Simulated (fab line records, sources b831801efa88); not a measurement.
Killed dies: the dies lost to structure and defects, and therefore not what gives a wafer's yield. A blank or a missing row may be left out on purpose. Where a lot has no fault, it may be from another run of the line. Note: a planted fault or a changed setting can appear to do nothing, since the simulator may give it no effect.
The tool behind it: which one? | flow gf180mcu | 12 lots with 36 wafers sampled at 5 steps, on a route of 602 steps

== WHAT EACH GAUGE READ, for each wafer ==
GF_TOP_METAL_OVL_MEAS_15.
lot  | measured     | on         | TOP_METAL_OVL (nm)
L613 | day 27 20:56 | overlay-01 | 0.2 1.0 -0.8
L616 | day 29 01:23 | overlay-01 | -1.3 -2.6 -2.9
L617 | day 29 09:17 | overlay-02 | -0.6 0.0 0.8
L619 | day 29 21:26 | overlay-02 | 0.4 -2.2 -2.0
L622 | day 30 19:47 | overlay-01 | 1.2 0.5 0.8
L623 | day 31 09:44 | overlay-02 | -0.3 1.5 -0.7
L624 | day 31 13:50 | overlay-02 | 1.3 2.7 1.2
L625 | day 31 15:11 | overlay-02 | -1.3 0.3 -1.2
L628 | day 32 12:44 | overlay-01 | 1.1 2.7 -0.7
L631 | day 33 00:11 | overlay-02 | 127.7 128.4 128.6 127.5 128.0 129.0
L635 | day 34 00:09 | overlay-01 | -1.3 -3.5 -1.9
L636 | day 34 02:52 | overlay-01 | 126.8 126.4 126.3 126.5 126.8 126.2

== EACH LOT AND THE TOOL THAT RAN IT (in order: tool; ch and the chambers of the sampled wafers; start) ==
lot  | GF_M4_STRIP_17                       | GF_V4_SPUTTER_22             | GF_TOP_METAL_SPUTTER_00      | GF_TOP_METAL_EXPOSE_11
L613 | plasma_asher-02 ch 0,1, day 23 05:41 | pvd_sputter-01, day 24 06:05 | pvd_sputter-02, day 27 00:56 | iline_stepper-01 ch 0, day 27 11:22
L616 | plasma_asher-03 ch 0,1, day 24 13:40 | pvd_sputter-04, day 25 12:53 | pvd_sputter-04, day 28 05:35 | iline_stepper-01 ch 0, day 28 15:41
L617 | plasma_asher-03 ch 0,1, day 24 22:34 | pvd_sputter-02, day 25 21:16 | pvd_sputter-02, day 28 13:51 | iline_stepper-02 ch 0, day 29 00:05
L619 | plasma_asher-03 ch 0,1, day 25 10:20 | pvd_sputter-04, day 26 09:19 | pvd_sputter-03, day 29 02:09 | iline_stepper-02 ch 0, day 29 11:59
L622 | plasma_asher-01 ch 1, day 26 13:27   | pvd_sputter-01, day 27 11:26 | pvd_sputter-03, day 30 01:49 | iline_stepper-01 ch 0, day 30 10:59
L623 | plasma_asher-01 ch 0,1, day 26 21:54 | pvd_sputter-02, day 27 20:01 | pvd_sputter-02, day 30 10:05 | iline_stepper-02 ch 0, day 31 00:59
L624 | plasma_asher-02 ch 0,1, day 27 08:39 | pvd_sputter-02, day 28 06:40 | pvd_sputter-02, day 30 19:40 | iline_stepper-01 ch 0, day 31 04:49
L625 | plasma_asher-02 ch 0,1, day 27 11:53 | pvd_sputter-04, day 28 09:59 | pvd_sputter-03, day 30 21:35 | iline_stepper-01 ch 0, day 31 06:31
L628 | plasma_asher-03 ch 0,1, day 28 10:56 | pvd_sputter-01, day 29 08:16 | pvd_sputter-04, day 31 19:51 | iline_stepper-01 ch 0, day 32 04:28
L631 | plasma_asher-03 ch 0,1, day 29 01:15 | pvd_sputter-04, day 29 22:37 | pvd_sputter-03, day 32 08:04 | iline_stepper-01 ch 0, day 32 16:29
L635 | plasma_asher-03 ch 0,1, day 30 05:29 | pvd_sputter-01, day 31 01:05 | pvd_sputter-04, day 33 08:32 | iline_stepper-02 ch 0, day 33 16:39
L636 | plasma_asher-03 ch 0,1, day 30 10:32 | pvd_sputter-01, day 31 06:16 | pvd_sputter-02, day 33 11:11 | iline_stepper-01 ch 0, day 33 19:40
- GF_M4_STRIP_17: strips in O2/N2.
- GF_V4_SPUTTER_22: material TiN, target thk 10 nm, time 40 s.
- GF_TOP_METAL_SPUTTER_00: material Ti, target thk 37.5 nm, time 150 s.
- GF_TOP_METAL_EXPOSE_11: exposes mask MetalTop, target cd 440 nm.

== AS READ BY THE TOOLS THEMSELVES (means over the sampled wafers that have a number; for cases with no such wafer, the mark the record gives instead) ==
GF_M4_STRIP_17.
lot  | tool            | drypump_motor_current_A (A) | heater_power_w (W) | n2_flow_sccm (sccm) | oes_product_au (a.u.) | strip_time_to_endpoint_s (s)
L613 | plasma_asher-02 | 5.9                         | 328                | 301.2               | 0.539                 | 7.43
L616 | plasma_asher-03 | 5.2                         | 334                | 299.5               | 0.538                 | 7.39
L617 | plasma_asher-03 | 5.6                         | 334                | 299.3               | 0.534                 | 7.35
L619 | plasma_asher-03 | 5.2                         | 340                | 299.6               | 0.540                 | 7.35
L622 | plasma_asher-01 | 4.8                         | 273                | 299.7               | 0.536                 | 7.35
L623 | plasma_asher-01 | 5.3                         | 289                | 299.5               | 0.536                 | 7.35
L624 | plasma_asher-02 | 5.7                         | 359                | 299.9               | 0.539                 | 7.44
L625 | plasma_asher-02 | 5.7                         | 363                | 299.8               | 0.535                 | 7.34
L628 | plasma_asher-03 | 5.6                         | 334                | 299.8               | 0.535                 | 7.35
L631 | plasma_asher-03 | 5.6                         | 330                | 300.5               | 0.541                 | 7.37
L635 | plasma_asher-03 | 5.2                         | 332                | 301.3               | 0.544                 | 7.47
L636 | plasma_asher-03 | 5.2                         | 338                | 301.1               | 0.535                 | 7.37

GF_V4_SPUTTER_22.
lot  | tool           | cathode_dc_power_W (W) | throttle_valve_pct (%)
L613 | pvd_sputter-01 | 4000.2                 | 31.7
L616 | pvd_sputter-04 | 4000.1                 | 29.5
L617 | pvd_sputter-02 | 4000.4                 | 29.1
L619 | pvd_sputter-04 | 3999.4                 | 29.3
L622 | pvd_sputter-01 | 3999.4                 | 31.0
L623 | pvd_sputter-02 | 4000.1                 | 29.0
L624 | pvd_sputter-02 | 4000.3                 | 29.1
L625 | pvd_sputter-04 | 4000.4                 | 29.7
L628 | pvd_sputter-01 | 4000.3                 | 31.3
L631 | pvd_sputter-04 | 3999.8                 | 29.2
L635 | pvd_sputter-01 | 4000.0                 | 30.8
L636 | pvd_sputter-01 | 3999.8                 | 30.8

GF_TOP_METAL_SPUTTER_00.
lot  | tool           | cathode_dc_power_W (W) | substrate_temp_c (C) | throttle_valve_pct (%)
L613 | pvd_sputter-02 | 4000.4                 | 200.03               | 29.1
L616 | pvd_sputter-04 | 4000.5                 | 200.03               | 28.9
L617 | pvd_sputter-02 | 4000.2                 | 200.02               | 29.5
L619 | pvd_sputter-03 | 3999.7                 | 199.90               | 28.6
L622 | pvd_sputter-03 | 3999.9                 | 200.04               | 28.5
L623 | pvd_sputter-02 | 4000.8                 | 200.00               | 29.0
L624 | pvd_sputter-02 | 3999.8                 | 200.05               | 29.6
L625 | pvd_sputter-03 | 3999.4                 | 200.01               | 28.7
L628 | pvd_sputter-04 | 3999.1                 | 200.06               | 29.7
L631 | pvd_sputter-03 | 3999.6                 | 200.20               | 28.4
L635 | pvd_sputter-04 | 4000.0                 | 199.76               | 29.3
L636 | pvd_sputter-02 | 3999.9                 | 199.96               | 29.0

GF_TOP_METAL_EXPOSE_11.
lot  | tool             | stage_vel_mm_s (mm/s)
L613 | iline_stepper-01 | 499.98
L616 | iline_stepper-01 | 499.82
L617 | iline_stepper-02 | 500.16
L619 | iline_stepper-02 | 500.22
L622 | iline_stepper-01 | 500.19
L623 | iline_stepper-02 | 500.21
L624 | iline_stepper-01 | 499.93
L625 | iline_stepper-01 | 499.71
L628 | iline_stepper-01 | 499.83
L631 | iline_stepper-01 | 499.96
L635 | iline_stepper-02 | 499.85
L636 | iline_stepper-01 | 500.06

== THE ANSWER, worked out from the rows above alone ==
Rule: usual is defined by the lots themselves. Put in order of their means at a reading, lots are off if they are a third of the lots or fewer, leave a main group of 4 or more, and stand apart from it by a gap of 3 or more times the standard deviation of the main group's means; of several such gaps the widest counts. A main group whose means are all the same, to the digits that the tables above print for the reading, isn't used. A lot without any number at a reading at which 4 lots or more have one is off too. All remaining lots with rows at the step are treated as sound. After the gauges, taken in route order, come the tools' own readings; for these a lot's mean is taken, as printed above. The first step at which some lot is off is used, and at that step the reading that is off furthest; a lot without a number counts as furthest.
Off: L631, L636, at GF_TOP_METAL_OVL_MEAS_15 (TOP_METAL_OVL). Main group: mean -0.3 nm, sd 1.3.
If a tool, at a process step before that reading, ran all the lots that are off and no sound lot after the first of them, it fits. Not tried: the gauges at GF_TOP_METAL_OVL_MEAS_15; whatever is off there is also off at GF_M4_STRIP_17, on other tools, and gauge error can't account for it. One candidate fits, namely iline_stepper-01 at GF_TOP_METAL_EXPOSE_11. A fault onset in the window from L628 (day 32 04:28, its last sound lot) to L631 (day 32 16:29, its first lot off) fits.

== WHAT THE SIMULATOR HAD INSERTED ==
Scanner matching overlay: iline_stepper-01, from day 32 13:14 on, at GF_TOP_METAL_EXPOSE_11. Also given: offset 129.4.
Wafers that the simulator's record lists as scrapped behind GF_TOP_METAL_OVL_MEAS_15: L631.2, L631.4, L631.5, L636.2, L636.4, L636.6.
Struck lots among those shown: L631, L636. Same finding as the rule above.
